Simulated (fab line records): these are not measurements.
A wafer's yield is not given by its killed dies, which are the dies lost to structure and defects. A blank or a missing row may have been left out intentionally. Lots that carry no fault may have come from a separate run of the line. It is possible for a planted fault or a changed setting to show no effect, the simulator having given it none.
Chamber matching -- flow sfqLine -- cmp-02 running SFQ_TRILAYER_I4_CMP_CMP_100: 3 sister chambers
The step polishes SiO2. 15 wafers are shown with their chamber, then 4 later ones without.

## EACH WAFER AND ITS CHAMBER
wafer,chamber,motorCurrentA (A),timeToEndpointS (s)
L628.3,3,11.4,206
L628.4,0,9.5,224
L628.6,3,11.7,211
L631.3,3,11.5,221
L631.4,0,10.0,226
L631.5,3,11.9,228
L632.1,3,11.9,214
L632.3,0,10.0,218
L632.4,2,8.2,227
L634.4,2,8.9,226
L634.2,0,9.9,218
L634.6,3,12.1,224
L635.4,2,8.7,227
L635.1,0,9.7,209
L635.5,2,8.7,227

SIGNATURES, as means of the wafers listed above
reading,chamber 0,chamber 2,chamber 3,scatter within a chamber
motorCurrentA,9.820,8.625,11.750,0.26
timeToEndpointS,219.00,226.75,217.33,6.63
Rule: for a wafer and a chamber, the distance is found by dividing, reading by reading, the gap between the wafer's reading and the chamber's mean by the reading's scatter, squaring, summing and taking the root. The wafer belongs to the nearest chamber; if the next one is less than 2 further off, it can't be placed. The scatter: the root of (the sum of the squares of (reading less its chamber's mean) over the shown wafers, divided by (wafers less chambers)).

## WAFERS WITH NO CHAMBER GIVEN
wafer,motorCurrentA (A),timeToEndpointS (s)
L637.4,8.9,223
L637.3,9.9,224
L643.1,12.2,215
L645.6,11.8,222

## WHICH CHAMBER EACH ONE RAN IN
wafer,from the rows above,in truth
L637.4,2,2
L637.3,0,0
L643.1,3,3
L645.6,3,3
Correct placement for 4 of the 4. From these rows, 0 cannot be placed. Wrongly placed: 0.
